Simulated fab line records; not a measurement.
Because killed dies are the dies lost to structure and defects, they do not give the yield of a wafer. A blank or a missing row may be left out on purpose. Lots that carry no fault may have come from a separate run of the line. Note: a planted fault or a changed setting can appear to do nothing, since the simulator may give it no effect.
Matching of chambers | flow sky130 | SKY_LI_CONTACT_CMP_02 on cmp-02 has 4 sister chambers
The step polishes PSG. 4 wafers are shown with their chamber, then 7 later ones without.

## EACH WAFER AND ITS CHAMBER
wafer  | chamber | motor-current-A (A)
L742.1 | 3       | 12.0
L742.6 | 1       | 12.6
L748.1 | 2       | 13.4
L748.2 | 0       | 10.8

## WAFERS MISSING THEIR CHAMBER
wafer  | motor-current-A (A)
L748.5 | 11.6
L752.1 | 11.1
L752.4 | 12.4
L752.5 | 10.9
L754.1 | 13.1
L754.3 | 11.3
L754.5 | 10.5

## THE CHAMBER EACH PASSED THROUGH
wafer  | from the rows above          | in truth
L748.5 | can't be placed: 3 or 0 or 1 | 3
L752.1 | can't be placed: 0 or 3      | 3
L752.4 | can't be placed: 1 or 3      | 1
L752.5 | 0                            | 0
L754.1 | can't be placed: 2 or 1      | 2
L754.3 | can't be placed: 0 or 3      | 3
L754.5 | 0                            | 0
2 of 7 placed correctly. From these rows, 5 cannot be placed; in 5 the true chamber is one of the candidates. 0 placed wrongly.
How it was worked out, from the rows above alone: a wafer's distance from a chamber is the root of the sum, over the readings, of the square of ((its reading less the chamber's mean) divided by the reading's scatter). The wafer belongs to the nearest chamber; if the next one is less than 2 further off, it can't be placed. The mean given for a chamber averages the wafers shown for that chamber. The scatter (one wafer shown for each chamber): square how far every hidden wafer sits from the nearest shown wafer, average those squares and take the square root.
